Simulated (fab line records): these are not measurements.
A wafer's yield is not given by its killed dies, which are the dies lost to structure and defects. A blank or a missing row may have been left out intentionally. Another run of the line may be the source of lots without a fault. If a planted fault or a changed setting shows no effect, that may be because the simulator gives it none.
Chamber matching -- flow sky130 -- SKY_FIELD_ISO_ETCH_14 on rie_diel-03: 4 sister chambers
The step etches BARC in N2/H2, stops on SiO2, time 45.9 s, target depth 60 nm. 27 wafers are shown with their chamber, then 12 later ones without.

EACH WAFER AND ITS CHAMBER
wafer,chamber,drypump_motor_current_A (A),throttle_valve_pct (%),oes_product_au (a.u.)
L078.2,1,5.5,13.227,0.852
L078.3,3,5.9,13.220,0.862
L078.4,2,6.3,13.223,0.861
L080.1,1,5.5,13.221,0.857
L080.2,2,6.3,13.214,0.861
L080.3,3,5.9,13.230,0.852
L080.4,2,6.3,13.227,0.843
L080.5,1,5.5,13.236,0.865
L080.6,3,5.9,13.222,0.855
L083.2,2,6.3,13.217,0.862
L083.4,2,6.3,13.231,0.859
L083.6,3,5.9,13.208,0.859
L084.2,0,5.6,13.225,0.852
L084.4,2,6.3,13.233,0.853
L084.6,0,5.6,13.228,0.854
L086.1,3,5.9,13.220,0.855
L086.4,1,5.6,13.227,0.855
L086.6,1,5.6,13.214,0.853
L088.1,0,5.6,13.218,0.862
L088.3,3,5.9,13.236,0.853
L088.4,1,5.6,13.211,0.850
L089.1,2,6.3,13.223,0.850
L089.2,0,5.6,13.210,0.850
L089.3,1,5.6,13.229,0.858
L094.1,1,5.6,13.210,0.858
L094.4,0,5.6,13.197,0.851
L094.5,1,5.5,13.225,0.855

SIGNATURES, as means of the wafers listed above
reading,chamber 0,chamber 1,chamber 2,chamber 3,scatter within a chamber
drypump_motor_current_A,5.600,5.556,6.300,5.900,0.0311
throttle_valve_pct,13.21560,13.22222,13.22400,13.22267,0.00935
oes_product_au,0.85380,0.85589,0.85557,0.85600,0.00521
Rule: distance of a wafer from a chamber = root of the sum over the readings of ((wafer's reading minus chamber's mean) / reading's scatter) squared. The wafer belongs to the nearest chamber; if the next one is less than 2 further off, it can't be placed. How the scatter is found: for the shown wafers, subtract from each reading the mean of its chamber, square and add these, divide the total by (wafers less chambers), then take the root.

WAFERS WITHOUT THEIR CHAMBER
wafer,drypump_motor_current_A (A),throttle_valve_pct (%),oes_product_au (a.u.)
L095.1,5.5,13.227,0.854
L095.2,5.9,13.241,0.847
L095.3,6.3,13.220,0.849
L095.4,5.6,13.225,0.852
L095.5,5.5,13.214,0.846
L095.6,5.6,13.236,0.849
L097.1,5.6,13.220,0.864
L097.2,5.9,13.217,0.856
L097.3,5.6,13.223,0.857
L097.4,6.3,13.229,0.854
L097.5,5.5,13.237,0.862
L097.6,6.3,13.231,0.861

EACH ONE'S CHAMBER
wafer,from the rows above,in truth
L095.1,can't be placed: 1 or 0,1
L095.2,3,3
L095.3,2,2
L095.4,can't be placed: 0 or 1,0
L095.5,can't be placed: 1 or 0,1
L095.6,can't be placed: 0 or 1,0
L097.1,can't be placed: 0 or 1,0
L097.2,3,3
L097.3,can't be placed: 0 or 1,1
L097.4,2,2
L097.5,can't be placed: 1 or 0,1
L097.6,2,2
5 of 12 placed correctly. Cannot be placed on the basis of these rows: 7; the candidates contain the true chamber in 7. Number placed wrongly: 0.
